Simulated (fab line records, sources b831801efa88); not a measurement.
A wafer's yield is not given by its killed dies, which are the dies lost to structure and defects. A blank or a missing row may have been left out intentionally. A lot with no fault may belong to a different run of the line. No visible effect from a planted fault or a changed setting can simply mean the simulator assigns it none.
What tool caused it? || flow gf180mcu || 12 lots with 36 wafers sampled at 6 steps, on a route of 602 steps

== WHAT THE GAUGES READ, wafer by wafer ==
GF_STI_THK_MEAS_30.
{"lot": "L535", "measured": "day 2 05:47", "on": "filmMetro-02", "STI_OXIDATION_02_THK (nm)": "10.19 10.35 10.10"}
{"lot": "L540", "measured": "day 3 08:29", "on": "filmMetro-02", "STI_OXIDATION_02_THK (nm)": "10.45 10.27 10.33"}
{"lot": "L543", "measured": "day 4 00:22", "on": "filmMetro-01", "STI_OXIDATION_02_THK (nm)": "10.37 10.28 10.42"}
{"lot": "L544", "measured": "day 4 04:13", "on": "filmMetro-01", "STI_OXIDATION_02_THK (nm)": "9.96 9.99 10.02"}
{"lot": "L545", "measured": "day 4 09:23", "on": "filmMetro-03", "STI_OXIDATION_02_THK (nm)": "10.13 10.26 10.05"}
{"lot": "L546", "measured": "day 4 15:13", "on": "filmMetro-02", "STI_OXIDATION_02_THK (nm)": "9.91 9.94 9.81"}
{"lot": "L552", "measured": "day 5 21:56", "on": "filmMetro-03", "STI_OXIDATION_02_THK (nm)": "9.93 9.85 9.96"}
{"lot": "L553", "measured": "day 6 06:41", "on": "filmMetro-01", "STI_OXIDATION_02_THK (nm)": "9.75 9.52 9.73"}
{"lot": "L555", "measured": "day 6 12:55", "on": "filmMetro-01", "STI_OXIDATION_02_THK (nm)": "9.43 9.82 9.77"}
{"lot": "L556", "measured": "day 6 18:10", "on": "filmMetro-01", "STI_OXIDATION_02_THK (nm)": "9.88 10.16 9.96"}
{"lot": "L557", "measured": "day 7 00:13", "on": "filmMetro-03", "STI_OXIDATION_02_THK (nm)": "9.71 9.78 9.72"}
{"lot": "L558", "measured": "day 7 05:33", "on": "filmMetro-03", "STI_OXIDATION_02_THK (nm)": "9.67 9.67 9.63"}

GF_VT_IMPLANT_OVL_MEAS_29.
{"lot": "L535", "measured": "day 6 20:44", "on": "overlay-02", "VT_IMPLANT_02_OVL (nm)": "-0.4 1.3 0.9"}
{"lot": "L540", "measured": "day 8 07:23", "on": "overlay-01", "VT_IMPLANT_02_OVL (nm)": "0.9 1.4 0.8"}
{"lot": "L543", "measured": "day 9 01:14", "on": "overlay-01", "VT_IMPLANT_02_OVL (nm)": "0.4 -0.2 0.7"}
{"lot": "L544", "measured": "day 9 07:38", "on": "overlay-01", "VT_IMPLANT_02_OVL (nm)": "1.6 1.2 0.4"}
{"lot": "L545", "measured": "day 9 13:02", "on": "overlay-02", "VT_IMPLANT_02_OVL (nm)": "- - -"}
{"lot": "L546", "measured": "day 9 19:50", "on": "overlay-01", "VT_IMPLANT_02_OVL (nm)": "- - -"}
{"lot": "L552", "measured": "day 11 11:54", "on": "overlay-02", "VT_IMPLANT_02_OVL (nm)": "-1.1 -0.6 0.7"}
{"lot": "L553", "measured": "day 12 01:08", "on": "overlay-02", "VT_IMPLANT_02_OVL (nm)": "-0.8 -0.4 0.4"}
{"lot": "L555", "measured": "day 12 06:58", "on": "overlay-01", "VT_IMPLANT_02_OVL (nm)": "-0.5 0.5 -0.5"}
{"lot": "L556", "measured": "day 12 13:58", "on": "overlay-02", "VT_IMPLANT_02_OVL (nm)": "1.9 2.2 2.5"}
{"lot": "L557", "measured": "day 12 22:17", "on": "overlay-02", "VT_IMPLANT_02_OVL (nm)": "-0.4 -1.9 -1.1"}
{"lot": "L558", "measured": "day 13 04:35", "on": "overlay-02", "VT_IMPLANT_02_OVL (nm)": "-0.8 -0.1 -0.3"}

GF_VT_IMPLANT_TW_MEAS_43.
{"lot": "L535", "measured": "day 7 13:20", "on": "filmMetro-01", "VT_IMPLANT_4_TW": "695 699 695"}
{"lot": "L540", "measured": "day 9 00:34", "on": "filmMetro-04", "VT_IMPLANT_4_TW": "694 687 690"}
{"lot": "L543", "measured": "day 9 18:44", "on": "filmMetro-03", "VT_IMPLANT_4_TW": "692 688 688"}
{"lot": "L544", "measured": "day 10 01:07", "on": "filmMetro-03", "VT_IMPLANT_4_TW": "698 701 700"}
{"lot": "L545", "measured": "day 10 07:22", "on": "filmMetro-03", "VT_IMPLANT_4_TW": "709 710 708"}
{"lot": "L546", "measured": "day 10 14:17", "on": "filmMetro-01", "VT_IMPLANT_4_TW": "700 705 704"}
{"lot": "L552", "measured": "day 12 07:11", "on": "filmMetro-03", "VT_IMPLANT_4_TW": "692 697 692"}
{"lot": "L553", "measured": "day 12 21:22", "on": "filmMetro-01", "VT_IMPLANT_4_TW": "697 695 696"}
{"lot": "L555", "measured": "day 13 03:37", "on": "filmMetro-03", "VT_IMPLANT_4_TW": "692 692 693"}
{"lot": "L556", "measured": "day 13 10:11", "on": "filmMetro-04", "VT_IMPLANT_4_TW": "683 685 683"}
{"lot": "L557", "measured": "day 13 18:44", "on": "filmMetro-03", "VT_IMPLANT_4_TW": "693 693 689"}
{"lot": "L558", "measured": "day 14 01:10", "on": "filmMetro-03", "VT_IMPLANT_4_TW": "694 697 693"}

GF_DUAL_GATE_OVL_MEAS_11.
{"lot": "L535", "measured": "day 8 08:44", "on": "overlay-01", "DUAL_GATE_OVL (nm)": "-2.5 -2.6 -0.6"}
{"lot": "L540", "measured": "day 9 20:43", "on": "overlay-02", "DUAL_GATE_OVL (nm)": "-3.7 -0.6 -4.8"}
{"lot": "L543", "measured": "day 10 14:50", "on": "overlay-02", "DUAL_GATE_OVL (nm)": "-1.5 -2.3 -1.0"}
{"lot": "L544", "measured": "day 10 21:49", "on": "overlay-02", "DUAL_GATE_OVL (nm)": "0.5 1.9 0.0"}
{"lot": "L552", "measured": "day 13 04:59", "on": "overlay-01", "DUAL_GATE_OVL (nm)": "-0.5 -0.9 -2.9"}
{"lot": "L553", "measured": "day 13 21:13", "on": "overlay-01", "DUAL_GATE_OVL (nm)": "-2.6 -2.1 -2.6"}
{"lot": "L555", "measured": "day 14 03:28", "on": "overlay-01", "DUAL_GATE_OVL (nm)": "0.5 -0.4 -1.5"}
{"lot": "L556", "measured": "day 14 09:41", "on": "overlay-02", "DUAL_GATE_OVL (nm)": "-0.5 -0.5 -0.6"}
{"lot": "L557", "measured": "day 14 18:32", "on": "overlay-02", "DUAL_GATE_OVL (nm)": "0.8 0.4 1.1"}
{"lot": "L558", "measured": "day 14 23:52", "on": "overlay-01", "DUAL_GATE_OVL (nm)": "-1.3 -0.4 0.9"}

== TOOL THAT RAN EACH LOT (tool first, then ch and the chambers of the sampled wafers, then the start) ==
{"lot": "L535", "GF_STI_CMP_25": "cmp-02 ch 0,2, day 2 02:47", "GF_VT_IMPLANT_COAT_24": "lithoTrack-04 ch 0, day 6 13:19"}
{"lot": "L540", "GF_STI_CMP_25": "cmp-02 ch 0,2,3, day 3 06:11", "GF_VT_IMPLANT_COAT_24": "lithoTrack-02 ch 0, day 7 22:47"}
{"lot": "L543", "GF_STI_CMP_25": "cmp-01 ch 1,2, day 3 22:06", "GF_VT_IMPLANT_COAT_24": "lithoTrack-02 ch 0, day 8 17:41"}
{"lot": "L544", "GF_STI_CMP_25": "cmp-02 ch 2,3, day 4 01:37", "GF_VT_IMPLANT_COAT_24": "lithoTrack-02 ch 0, day 8 22:56"}
{"lot": "L545", "GF_STI_CMP_25": "cmp-01 ch 2,3, day 4 07:07", "GF_VT_IMPLANT_COAT_24": "lithoTrack-04, day 9 04:05"}
{"lot": "L546", "GF_STI_CMP_25": "cmp-01 ch 0,1, day 4 12:29", "GF_VT_IMPLANT_COAT_24": "lithoTrack-01, day 9 10:58"}
{"lot": "L552", "GF_STI_CMP_25": "cmp-02 ch 0,3, day 5 19:16", "GF_VT_IMPLANT_COAT_24": "lithoTrack-04 ch 0, day 11 02:50"}
{"lot": "L553", "GF_STI_CMP_25": "cmp-01 ch 0,1,3, day 6 03:36", "GF_VT_IMPLANT_COAT_24": "lithoTrack-04 ch 0, day 11 15:17"}
{"lot": "L555", "GF_STI_CMP_25": "cmp-01 ch 1,2,3, day 6 10:38", "GF_VT_IMPLANT_COAT_24": "lithoTrack-04 ch 0, day 11 21:40"}
{"lot": "L556", "GF_STI_CMP_25": "cmp-02 ch 0,1,3, day 6 15:47", "GF_VT_IMPLANT_COAT_24": "lithoTrack-02 ch 0, day 12 04:13"}
{"lot": "L557", "GF_STI_CMP_25": "cmp-01 ch 0,3, day 6 21:54", "GF_VT_IMPLANT_COAT_24": "lithoTrack-01 ch 0, day 12 11:59"}
{"lot": "L558", "GF_STI_CMP_25": "cmp-01 ch 0,1,3, day 7 03:11", "GF_VT_IMPLANT_COAT_24": "lithoTrack-04 ch 0, day 12 18:14"}
- GF_STI_CMP_25: polishes, stops on Si3N4, t overpolish 33 s, target thk 524.6 nm.
- GF_VT_IMPLANT_COAT_24: resist thk 1000 nm.

== WHAT THE TOOLS THEMSELVES READ (means of the sampled wafers that have a number; where no wafer has one, the mark that the record gives instead) ==
GF_STI_CMP_25.
{"lot": "L535", "tool": "cmp-02", "motorCurrentA (A)": 11.2, "overpolishRunS (s)": 33.000, "retainingRingPressureFrac": 1.000, "timeToEndpointS (s)": 129}
{"lot": "L540", "tool": "cmp-02", "motorCurrentA (A)": 10.9, "overpolishRunS (s)": 33.009, "retainingRingPressureFrac": 0.995, "timeToEndpointS (s)": 124}
{"lot": "L543", "tool": "cmp-01", "motorCurrentA (A)": 12.0, "overpolishRunS (s)": 33.001, "retainingRingPressureFrac": 1.003, "timeToEndpointS (s)": 126}
{"lot": "L544", "tool": "cmp-02", "motorCurrentA (A)": 10.7, "overpolishRunS (s)": 33.000, "retainingRingPressureFrac": 1.001, "timeToEndpointS (s)": 118}
{"lot": "L545", "tool": "cmp-01", "motorCurrentA (A)": 13.5, "overpolishRunS (s)": 32.995, "retainingRingPressureFrac": 0.998, "timeToEndpointS (s)": 119}
{"lot": "L546", "tool": "cmp-01", "motorCurrentA (A)": 12.0, "overpolishRunS (s)": 33.005, "retainingRingPressureFrac": 1.005, "timeToEndpointS (s)": 124}
{"lot": "L552", "tool": "cmp-02", "motorCurrentA (A)": 10.5, "overpolishRunS (s)": 32.999, "retainingRingPressureFrac": 1.000, "timeToEndpointS (s)": 121}
{"lot": "L553", "tool": "cmp-01", "motorCurrentA (A)": 13.3, "overpolishRunS (s)": 32.991, "retainingRingPressureFrac": 1.002, "timeToEndpointS (s)": 120}
{"lot": "L555", "tool": "cmp-01", "motorCurrentA (A)": 13.3, "overpolishRunS (s)": 33.001, "retainingRingPressureFrac": 1.001, "timeToEndpointS (s)": 120}
{"lot": "L556", "tool": "cmp-02", "motorCurrentA (A)": 10.9, "overpolishRunS (s)": 32.995, "retainingRingPressureFrac": 0.998, "timeToEndpointS (s)": 123}
{"lot": "L557", "tool": "cmp-01", "motorCurrentA (A)": 13.5, "overpolishRunS (s)": 33.004, "retainingRingPressureFrac": 1.002, "timeToEndpointS (s)": 123}
{"lot": "L558", "tool": "cmp-01", "motorCurrentA (A)": 13.3, "overpolishRunS (s)": 32.998, "retainingRingPressureFrac": 1.000, "timeToEndpointS (s)": 118}

GF_VT_IMPLANT_COAT_24.
{"lot": "L535", "tool": "lithoTrack-04", "chillPlateTempC (C)": 22.94, "dispensePressureKPa (kPa)": 48.9}
{"lot": "L540", "tool": "lithoTrack-02", "chillPlateTempC (C)": 22.93, "dispensePressureKPa (kPa)": 50.6}
{"lot": "L543", "tool": "lithoTrack-02", "chillPlateTempC (C)": 22.94, "dispensePressureKPa (kPa)": 50.6}
{"lot": "L544", "tool": "lithoTrack-02", "chillPlateTempC (C)": 23.06, "dispensePressureKPa (kPa)": 50.6}
{"lot": "L545", "tool": "lithoTrack-04", "chillPlateTempC (C)": "-", "dispensePressureKPa (kPa)": "-"}
{"lot": "L546", "tool": "lithoTrack-01", "chillPlateTempC (C)": "-", "dispensePressureKPa (kPa)": "-"}
{"lot": "L552", "tool": "lithoTrack-04", "chillPlateTempC (C)": 22.96, "dispensePressureKPa (kPa)": 48.9}
{"lot": "L553", "tool": "lithoTrack-04", "chillPlateTempC (C)": 22.95, "dispensePressureKPa (kPa)": 48.9}
{"lot": "L555", "tool": "lithoTrack-04", "chillPlateTempC (C)": 23.03, "dispensePressureKPa (kPa)": 48.9}
{"lot": "L556", "tool": "lithoTrack-02", "chillPlateTempC (C)": 23.00, "dispensePressureKPa (kPa)": 50.6}
{"lot": "L557", "tool": "lithoTrack-01", "chillPlateTempC (C)": 23.08, "dispensePressureKPa (kPa)": 52.3}
{"lot": "L558", "tool": "lithoTrack-04", "chillPlateTempC (C)": 22.95, "dispensePressureKPa (kPa)": 48.8}

== THE ANSWER, worked out from the rows above alone ==
Rule: what is usual is taken from the lots themselves. Put in order of their means at a reading, lots are off if they are a third of the lots or fewer, leave a main group of 4 or more, and stand apart from it by a gap of 3 or more times the standard deviation of the main group's means; of several such gaps the widest counts. A main group whose means are all the same, to the digits that the tables above print for the reading, isn't used. A lot without any number at a reading at which 4 lots or more have one is off too. Where the step has rows for the other lots, those lots are counted as sound. First the gauges in route order, then the tools' own readings, where a lot's mean is used as printed above. The first step at which some lot is off is used, and at that step the reading that is off furthest; a lot without a number counts as furthest.
Off: at GF_VT_IMPLANT_OVL_MEAS_29 (VT_IMPLANT_02_OVL), L545, L546. Without a number there: L545, L546. For the main group the mean is 0.3 nm and the standard deviation 0.91.
A tool fits if, at a process step before that reading, it ran every lot that is off, and no sound lot after the first of them. Not tried: the gauges at GF_VT_IMPLANT_OVL_MEAS_29; whatever is off there is also off at GF_VT_IMPLANT_COAT_24, on other tools, and gauge error can't account for it. None of those tried fits.

== WHAT WAS PUT IN BY THE SIMULATOR ==
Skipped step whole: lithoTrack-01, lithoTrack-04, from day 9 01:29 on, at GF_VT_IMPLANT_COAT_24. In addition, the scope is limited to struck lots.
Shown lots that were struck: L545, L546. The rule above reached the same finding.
